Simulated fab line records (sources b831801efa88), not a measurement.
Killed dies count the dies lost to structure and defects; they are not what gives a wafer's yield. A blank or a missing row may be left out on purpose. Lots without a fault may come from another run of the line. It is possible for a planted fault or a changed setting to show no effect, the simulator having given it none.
Which tool was responsible? -- flow gf180mcu -- Sampling: 11 lots, 33 wafers, 5 of 602 route steps

WHAT THE GAUGES READ, wafer by wafer
GF_STI_THK_MEAS_04. Usual: for STI_CVD_03_THK the level is 207.2 nm and the standard deviation is 1.7.
lot,measured,on,STI_CVD_03_THK (nm),flag
L112,day 1 14:13,film_metro-01,207.8 204.2 207.0,
L113,day 1 18:34,film_metro-01,208.8 207.5 208.0,
L114,day 1 23:34,film_metro-01,208.6 208.3 209.3,
L118,day 3 00:20,film_metro-02,207.7 207.8 208.2,
L125,day 4 06:35,film_metro-04,208.5 206.2 206.9,
L126,day 4 12:12,film_metro-01,199.9 190.9 179.1,OFF
L128,day 4 21:35,film_metro-01,185.6 192.5 196.9,OFF
L129,day 5 02:34,film_metro-01,205.9 206.9 204.8,
L130,day 5 07:34,film_metro-02,208.6 209.1 208.1,
L132,day 5 17:55,film_metro-04,207.2 206.2 208.1,
L134,day 6 03:34,film_metro-01,207.6 207.7 206.8,

GF_POLY_GATE_CD_MEAS_18. Usual: cd_nm 280.3 nm, standard deviation 2.2.
lot,measured,on,cd_nm (nm),flag
L112,day 9 07:23,cd_sem-02,275.0 281.3 281.3,
L113,day 9 09:16,cd_sem-01,283.3 280.7 281.8,
L114,day 9 23:14,cd_sem-02,280.8 276.0 278.5,
L118,day 11 05:45,cd_sem-02,278.9 279.7 277.6,
L125,day 13 05:25,cd_sem-01,277.0 278.5 280.2,
L126,day 13 15:36,cd_sem-01,284.7 285.1 284.5,
L128,day 14 02:18,cd_sem-01,281.3 274.8 278.8,
L129,day 14 12:21,cd_sem-02,281.1 277.8 278.5,
L130,day 14 15:49,cd_sem-02,281.3 282.8 281.6,
L132,day 15 09:01,cd_sem-01,280.0 280.9 282.5,
L134,day 16 00:14,cd_sem-02,284.0 282.3 282.8,

WHAT TOOL EACH LOT RAN ON (gives the tool, then ch and the chambers of the sampled wafers, and finally the start)
lot,GF_STI_CVD_03,GF_STI_ETCH_13,GF_VT_IMPLANT_STRIP_31
L112,"lpcvd-01 ch 0, day 1 12:13","rie_diel-04 ch 0,2,3, day 2 01:37","plasma_asher-01 ch 0,1, day 6 21:38"
L113,"lpcvd-02 ch 1, day 1 16:34","rie_diel-02 ch 0,1,3, day 2 06:22","plasma_asher-01 ch 0,1, day 7 01:11"
L114,"lpcvd-02 ch 0, day 1 21:34","rie_diel-02 ch 0,1, day 2 11:28","plasma_asher-02 ch 0,1, day 7 14:02"
L118,"lpcvd-02 ch 1, day 2 22:19","rie_diel-03 ch 0,1,2, day 3 12:01","plasma_asher-04 ch 0,1, day 8 16:50"
L125,"lpcvd-02 ch 0, day 4 04:34","rie_diel-04 ch 0,1, day 4 19:55","plasma_asher-02 ch 0,1, day 10 09:17"
L126,"lpcvd-02 ch 1, day 4 10:13","rie_diel-03 ch 0,2,3, day 5 02:01","plasma_asher-02 ch 0,1, day 10 20:29"
L128,"lpcvd-02 ch 1, day 4 19:34","rie_diel-03 ch 0,1,3, day 5 11:37","plasma_asher-04 ch 0,1, day 11 06:44"
L129,"lpcvd-01 ch 0, day 5 00:34","rie_diel-02 ch 1,2,3, day 5 16:41","plasma_asher-04 ch 0, day 11 13:08"
L130,"lpcvd-01 ch 0, day 5 05:34","rie_diel-04 ch 0,1,3, day 5 22:13","plasma_asher-02 ch 0,1, day 11 19:26"
L132,"lpcvd-01 ch 0, day 5 15:52","rie_diel-02 ch 1,2, day 6 08:40","plasma_asher-01 ch 0,1, day 12 09:41"
L134,"lpcvd-01 ch 0, day 6 01:34","rie_diel-03 ch 0,1,2, day 6 19:10","plasma_asher-01 ch 0, day 12 20:58"
- GF_STI_CVD_03: deposits Si3N4 from DCS/NH3, target thk 207.16 nm, time 3551 s.
- GF_STI_ETCH_13: etches the open film in CHF3/O2, stops on Si, target depth 282.31 nm, time 112.9 s.
- GF_VT_IMPLANT_STRIP_31: strips in O2/N2.

WHAT THE TOOLS THEMSELVES READ (means of the sampled wafers that have a number; where no wafer has one, the mark that the record gives instead)
GF_STI_CVD_03. Usual: spike_tc_centre_C 768.9 C, standard deviation 1.4; zone_power_centre_pct 13.3 %, standard deviation 0.58; zone_power_lower_pct 13.0 %, standard deviation 1.6; zone_power_upper_pct 12.0 %, standard deviation 0.52.
lot,tool,spike_tc_centre_C (C),zone_power_centre_pct (%),zone_power_lower_pct (%),zone_power_upper_pct (%),flag
L112,lpcvd-01,768.1,13.9,11.3,12.4,
L113,lpcvd-02,767.8,13.2,14.6,11.8,
L114,lpcvd-02,768.5,14.0,11.0,11.1,
L118,lpcvd-02,768.1,13.2,14.5,11.9,
L125,lpcvd-02,768.6,14.0,11.0,11.1,
L126,lpcvd-02,740.2,6.1,18.8,15.3,OFF
L128,lpcvd-02,739.7,6.1,18.9,15.2,OFF
L129,lpcvd-01,769.9,13.7,11.3,12.4,
L130,lpcvd-01,769.0,13.8,11.3,12.5,
L132,lpcvd-01,769.4,13.8,11.3,12.4,
L134,lpcvd-01,768.8,13.8,11.5,12.3,

GF_STI_ETCH_13. Usual: drypump_motor_current_A 5.86 A, standard deviation 0.28; oes_product_au 0.832 a.u., standard deviation 0.0062; throttle_valve_pct 8.811 %, standard deviation 0.0088.
lot,tool,drypump_motor_current_A (A),oes_product_au (a.u.),throttle_valve_pct (%),flag
L112,rie_diel-04,5.85,0.832,8.816,
L113,rie_diel-02,6.10,0.840,8.810,
L114,rie_diel-02,6.07,0.835,8.816,
L118,rie_diel-03,5.72,0.836,8.809,
L125,rie_diel-04,6.00,0.829,8.812,
L126,rie_diel-03,5.87,0.794,8.790,OFF
L128,rie_diel-03,5.60,0.800,8.801,OFF
L129,rie_diel-02,5.83,0.827,8.802,
L130,rie_diel-04,6.00,0.833,8.808,
L132,rie_diel-02,5.82,0.830,8.803,
L134,rie_diel-03,5.72,0.828,8.810,

GF_VT_IMPLANT_STRIP_31. Usual: drypump_motor_current_A 5.8 A, standard deviation 0.37; heater_power_w 320 W, standard deviation 15; oes_product_au 0.716 a.u., standard deviation 0.0052; strip_time_to_endpoint_s 12.64 s, standard deviation 0.033.
lot,tool,drypump_motor_current_A (A),heater_power_w (W),oes_product_au (a.u.),strip_time_to_endpoint_s (s),flag
L112,plasma_asher-01,5.6,334,0.720,12.60,
L113,plasma_asher-01,5.6,332,0.718,12.65,
L114,plasma_asher-02,6.1,308,0.718,12.60,
L118,plasma_asher-04,5.5,312,0.715,12.64,
L125,plasma_asher-02,6.1,307,0.721,12.65,
L126,plasma_asher-02,6.3,316,0.714,12.67,
L128,plasma_asher-04,5.5,306,0.716,12.60,
L129,plasma_asher-04,6.0,318,0.715,12.65,
L130,plasma_asher-02,6.3,314,0.719,12.65,
L132,plasma_asher-01,5.7,334,0.708,12.62,
L134,plasma_asher-01,5.9,334,0.714,12.66,

THE ANSWER, worked out from the rows above alone
Rule: a lot counts as off when the mean over its wafers that have a number is more than 3 standard deviations away from the usual mean. A lot without any number at a reading at which 4 lots or more have one is off too. Where the step has rows for the other lots, those lots are counted as sound. The gauges are gone through in route order, then the tools' own readings, and for those a lot's mean is taken as printed above. At the first step where some lot is off, the reading lying furthest off is the one used; lots without a number count as furthest.
Off: at GF_STI_THK_MEAS_04 (STI_CVD_03_THK), L126, L128.
A tool fits if, at a process step before that reading, it ran every lot that is off, and no sound lot after the first of them. The gauges at GF_STI_THK_MEAS_04 aren't tried: what is off there is off at GF_STI_CVD_03 too, on other tools, and a gauge's error can't cause that. One fits: GF_STI_CVD_03 on lpcvd-02. A fault onset in the window from L125 (day 4 04:34, its last sound lot) to L126 (day 4 10:13, its first lot off) fits.
The tool's own readings at GF_STI_CVD_03 bear it out: on the lots that are off they differ by more than 5 times the standard deviation of the sound lots' means. spike_tc_centre_C reads 740.0 C there against 768.7 C on the sound lots; zone_power_centre_pct reads 6.1 % there against 13.7 % on the sound lots; zone_power_upper_pct reads 15.2 % there against 12.0 % on the sound lots.

WHAT THE SIMULATOR PUT IN
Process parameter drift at GF_STI_CVD_03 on lpcvd-02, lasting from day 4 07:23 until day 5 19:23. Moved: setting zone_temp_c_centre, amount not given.
Struck lots among those shown: L126, L128. The rule given above showed the same thing.
